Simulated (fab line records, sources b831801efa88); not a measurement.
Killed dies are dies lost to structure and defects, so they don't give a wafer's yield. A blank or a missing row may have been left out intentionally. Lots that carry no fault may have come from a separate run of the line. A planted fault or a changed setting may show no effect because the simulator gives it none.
Which tool is to blame? / flow sky130 / Sampling: 11 lots, 33 wafers, 4 of 708 route steps

== WHAT THE GAUGES SHOWED, per wafer ==
SKY_LI_CONTACT_OVL_MEAS_13. Usual: LI_CONTACT_OVL gives -2 nm (standard deviation 4.4).
lot=L354; measured=day 29 01:50; on=overlay-02; LI_CONTACT_OVL (nm)=5 1 4; flag=
lot=L355; measured=day 29 11:41; on=overlay-02; LI_CONTACT_OVL (nm)=7 2 4; flag=
lot=L360; measured=day 31 20:46; on=overlay-02; LI_CONTACT_OVL (nm)=-3 3 0; flag=
lot=L362; measured=day 32 09:41; on=overlay-01; LI_CONTACT_OVL (nm)=1 -1 -5; flag=
lot=L363; measured=day 32 14:05; on=overlay-02; LI_CONTACT_OVL (nm)=-10 -4 -11; flag=
lot=L368; measured=day 34 00:50; on=overlay-02; LI_CONTACT_OVL (nm)=-12 -5 -3; flag=
lot=L370; measured=day 34 18:32; on=overlay-02; LI_CONTACT_OVL (nm)=-6 -6 -6; flag=
lot=L374; measured=day 35 15:40; on=overlay-01; LI_CONTACT_OVL (nm)=-2 -2 2; flag=
lot=L375; measured=day 35 23:14; on=overlay-01; LI_CONTACT_OVL (nm)=-5 -5 0; flag=
lot=L376; measured=day 36 06:56; on=overlay-01; LI_CONTACT_OVL (nm)=0 -5 0; flag=
lot=L377; measured=day 36 11:16; on=overlay-02; LI_CONTACT_OVL (nm)=-6 -4 -3; flag=

SKY_LI_CONTACT_RS_MEAS_22: measures by four-point-probe. Usual: LI_CONTACT_W_RS gives 0.282 ohm/sq (standard deviation 0.0033).
lot=L354; measured=day 29 02:33; on=filmMetro-04; LI_CONTACT_W_RS (ohm/sq)=0.282 0.279 0.280; flag=
lot=L355; measured=day 29 12:25; on=filmMetro-02; LI_CONTACT_W_RS (ohm/sq)=0.277 0.281 0.280; flag=
lot=L360; measured=day 31 21:29; on=filmMetro-04; LI_CONTACT_W_RS (ohm/sq)=0.280 0.282 0.277; flag=
lot=L362; measured=day 32 10:24; on=filmMetro-01; LI_CONTACT_W_RS (ohm/sq)=0.280 0.272 0.278; flag=
lot=L363; measured=day 32 14:49; on=filmMetro-01; LI_CONTACT_W_RS (ohm/sq)=0.282 0.284 0.281; flag=
lot=L368; measured=day 34 01:35; on=filmMetro-02; LI_CONTACT_W_RS (ohm/sq)=0.285 0.279 0.287; flag=
lot=L370; measured=day 34 19:16; on=filmMetro-04; LI_CONTACT_W_RS (ohm/sq)=0.282 0.286 0.282; flag=
lot=L374; measured=day 35 16:23; on=filmMetro-01; LI_CONTACT_W_RS (ohm/sq)=0.277 0.278 0.283; flag=
lot=L375; measured=day 35 23:57; on=filmMetro-01; LI_CONTACT_W_RS (ohm/sq)=0.199 0.198 0.198; flag=OFF
lot=L376; measured=day 36 07:40; on=filmMetro-04; LI_CONTACT_W_RS (ohm/sq)=0.196 0.197 0.193; flag=OFF
lot=L377; measured=day 36 12:01; on=filmMetro-02; LI_CONTACT_W_RS (ohm/sq)=0.286 0.284 0.283; flag=

SKY_LI_CONTACT_THK_MEAS_23: measures by xrf. Usual: LI_CONTACT_W_THK gives 411 nm (standard deviation 7.1).
lot=L354; measured=day 29 02:40; on=filmMetro-04; LI_CONTACT_W_THK (nm)=410 417 414; flag=
lot=L355; measured=day 29 12:32; on=filmMetro-02; LI_CONTACT_W_THK (nm)=427 415 419; flag=
lot=L360; measured=day 31 21:36; on=filmMetro-04; LI_CONTACT_W_THK (nm)=406 404 409; flag=
lot=L362; measured=day 32 10:31; on=filmMetro-01; LI_CONTACT_W_THK (nm)=418 431 420; flag=
lot=L363; measured=day 32 14:56; on=filmMetro-01; LI_CONTACT_W_THK (nm)=413 412 417; flag=
lot=L368; measured=day 34 01:42; on=filmMetro-02; LI_CONTACT_W_THK (nm)=404 416 404; flag=
lot=L370; measured=day 34 19:23; on=filmMetro-04; LI_CONTACT_W_THK (nm)=403 398 402; flag=
lot=L374; measured=day 35 16:30; on=filmMetro-01; LI_CONTACT_W_THK (nm)=425 421 415; flag=
lot=L375; measured=day 36 00:04; on=filmMetro-01; LI_CONTACT_W_THK (nm)=- - -; flag=OFF
lot=L376; measured=day 36 07:47; on=filmMetro-04; LI_CONTACT_W_THK (nm)=- - -; flag=OFF
lot=L377; measured=day 36 12:07; on=filmMetro-02; LI_CONTACT_W_THK (nm)=404 407 408; flag=

== WHAT TOOL EACH LOT RAN ON (gives the tool, then ch and the chambers of the sampled wafers, and finally the start) ==
lot=L354; SKY_LI_CONTACT_CVD_21=cvdW-02 ch 0,1, day 29 02:26
lot=L355; SKY_LI_CONTACT_CVD_21=cvdW-01 ch 0,1, day 29 12:17
lot=L360; SKY_LI_CONTACT_CVD_21=cvdW-02 ch 0,1, day 31 21:22
lot=L362; SKY_LI_CONTACT_CVD_21=cvdW-01 ch 0,1, day 32 10:17
lot=L363; SKY_LI_CONTACT_CVD_21=cvdW-01 ch 0,1, day 32 14:41
lot=L368; SKY_LI_CONTACT_CVD_21=cvdW-02 ch 0,1, day 34 01:28
lot=L370; SKY_LI_CONTACT_CVD_21=cvdW-02 ch 0,1, day 34 19:08
lot=L374; SKY_LI_CONTACT_CVD_21=cvdW-02 ch 0,1, day 35 16:16
lot=L375; SKY_LI_CONTACT_CVD_21=cvdW-01 ch 0, day 35 23:50
lot=L376; SKY_LI_CONTACT_CVD_21=cvdW-01 ch 0,1, day 36 07:32
lot=L377; SKY_LI_CONTACT_CVD_21=cvdW-02 ch 0,1, day 36 11:54
- SKY_LI_CONTACT_CVD_21: deposits W, target thk 400 nm, time 120.56 s.

== AS READ BY THE TOOLS THEMSELVES (means over the sampled wafers that have a number; for cases with no such wafer, the mark the record gives instead) ==
SKY_LI_CONTACT_CVD_21. Usual: 882 W for heaterPowerW, sd 180.
lot=L354; tool=cvdW-02; heaterPowerW (W)=815; flag=
lot=L355; tool=cvdW-01; heaterPowerW (W)=854; flag=
lot=L360; tool=cvdW-02; heaterPowerW (W)=797; flag=
lot=L362; tool=cvdW-01; heaterPowerW (W)=1024; flag=
lot=L363; tool=cvdW-01; heaterPowerW (W)=858; flag=
lot=L368; tool=cvdW-02; heaterPowerW (W)=823; flag=
lot=L370; tool=cvdW-02; heaterPowerW (W)=794; flag=
lot=L374; tool=cvdW-02; heaterPowerW (W)=822; flag=
lot=L375; tool=cvdW-01; heaterPowerW (W)=700; flag=
lot=L376; tool=cvdW-01; heaterPowerW (W)=867; flag=
lot=L377; tool=cvdW-02; heaterPowerW (W)=812; flag=

== THE ANSWER, worked out from the rows above alone ==
Rule: a lot counts as off when the mean over its wafers that have a number is more than 3 standard deviations away from the usual mean. Also off: a lot with no number at a reading for which 4 or more lots have one. The other lots that the step has rows for count as sound. After the gauges, taken in route order, come the tools' own readings; for these a lot's mean is taken, as printed above. At the first step where some lot is off, the reading lying furthest off is the one used; lots without a number count as furthest.
Off: at SKY_LI_CONTACT_RS_MEAS_22 (LI_CONTACT_W_RS), L375, L376.
A tool fits if, at a process step before that reading, it ran every lot that is off, and no sound lot after the first of them. Those tools and the gauges at SKY_LI_CONTACT_RS_MEAS_22 are tried in the same way. One candidate fits, namely cvdW-01 at SKY_LI_CONTACT_CVD_21. A fault onset in the window from L363 (day 32 14:41, its last sound lot) to L375 (day 35 23:50, its first lot off) fits.

== WHAT THE SIMULATOR HAD PUT IN ==
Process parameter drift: cvdW-01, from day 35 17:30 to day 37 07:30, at SKY_LI_CONTACT_CVD_21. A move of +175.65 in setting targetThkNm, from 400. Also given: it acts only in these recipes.
Shown lots that were struck: L375, L376. The rule above found the same.
